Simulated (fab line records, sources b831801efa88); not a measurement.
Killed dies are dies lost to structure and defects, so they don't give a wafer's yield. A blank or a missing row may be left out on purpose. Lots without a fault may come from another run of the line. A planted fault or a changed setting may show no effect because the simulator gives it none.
A struck lot beside a sound one | flow sky130 | 15 steps out of a route of 708
Sound: wafers L476.2, L476.3, L476.5. Struck: wafers L486.4, L486.5. (L486.1 of the same lot was not struck and is left out.) The cause comes at the end.
At each step with rows: each side's tool, then ch and its chambers, then its first start. Under that, the readings that differ: sound wafers | struck wafers | difference of the means | sigmas: that difference in standard deviations of wafers without a fault.
alike: readings whose means differ by less than 2 such deviations, and words and numbers that are the same on both sides. not compared: withheld readings, readings that some wafer has no value for, bounds like >300 that may hide the same value, and numbers for which the record gives no deviation and whose values overlap.
The two part at a step that has a row with sigmas, a row that says differs or no value, or rows on one side only. Numbers that don't overlap but have no deviation are shown without sigmas and don't part them. A reading that every wafer of one side lacks parts them only if that side has two wafers or more.

SKY_RES_XHIGH_TW_MEAS_09:
  sound on film_metro-03, day 27 05:55; struck on film_metro-04, day 30 23:00
  alike: RES_XHIGH_TW
then, 7 steps without rows for these wafers: SKY_SD_N_DEHYDRATE_00 (time 60 s); SKY_SD_N_HMDS_01 (prime time 60 s); SKY_SD_N_COAT_02 (resist thk 1140 nm); SKY_SD_N_SOFTBAKE_03 (time 60 s); SKY_SD_N_EXPOSE_04 (exposes mask NSDM, target cd 380 nm); SKY_SD_N_PEB_05; SKY_SD_N_DEVELOP_06 (develop time 60 s).
SKY_SD_N_CD_MEAS_07: target cd 380 nm.
  sound on cd_sem-02, day 28 10:41; struck on cd_sem-02, day 32 01:38
  alike: cd_nm
SKY_SD_N_OVL_MEAS_08:
  sound on overlay-01, day 28 10:47; struck on overlay-02, day 32 01:45
  alike: SD_N_OVL
then, 2 steps without rows for these wafers: SKY_SD_N_IMPLANT_09; SKY_SD_N_IMPLANT_10.
SKY_SD_N_STRIP_11: strips in O2/N2.
  sound on plasma_asher-02 ch 0, day 28 11:07; struck on plasma_asher-02 ch 1, day 32 02:05
  reading                      | sound             | struck      | difference | sigmas
  o2_flow_sccm (sccm)          | 2982 2986 2997    | 3591 3604   | +609       | +73
  strip_time_to_endpoint_s (s) | 22.58 22.61 22.60 | 22.26 22.25 | -0.34      | -8
  alike: drypump_motor_current_A, oes_product_au
  not compared: rf_hours_counter_h
SKY_SD_N_TW_MEAS_12:
  sound on film_metro-03, day 28 11:13; struck on film_metro-03, day 32 02:11
  alike: SD_N_TW
-- the record jumps here: 17 days lie between the struck wafers' starts before and after (it left off in module SD_N and takes up again in module PAD_OPEN, whose first step shown is number 708 of the route) --
SKY_PAD_OPEN_PROBE_99:
  sound on prober-02, day 46 09:03; struck on prober-02, day 48 21:50
  reading         | sound | struck | difference | sigmas
  killed_at_other | 0 0 0 | 1 1    | +1         | +2
  alike: killed_at_M0_to_M3, killed_at_M4_up, killed_at_contacts, killed_at_front_end, killed_dies, killed_open, killed_short

WHERE THEY PART
First at SKY_SD_N_STRIP_11; last, within this record, at SKY_PAD_OPEN_PROBE_99.

WHY: what the simulator had put in
Process parameter drift: plasma_asher-02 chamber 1, from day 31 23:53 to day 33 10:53, at SKY_SD_N_STRIP_11. Setting o2_flow_sccm, moved by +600, from 3000. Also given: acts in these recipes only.
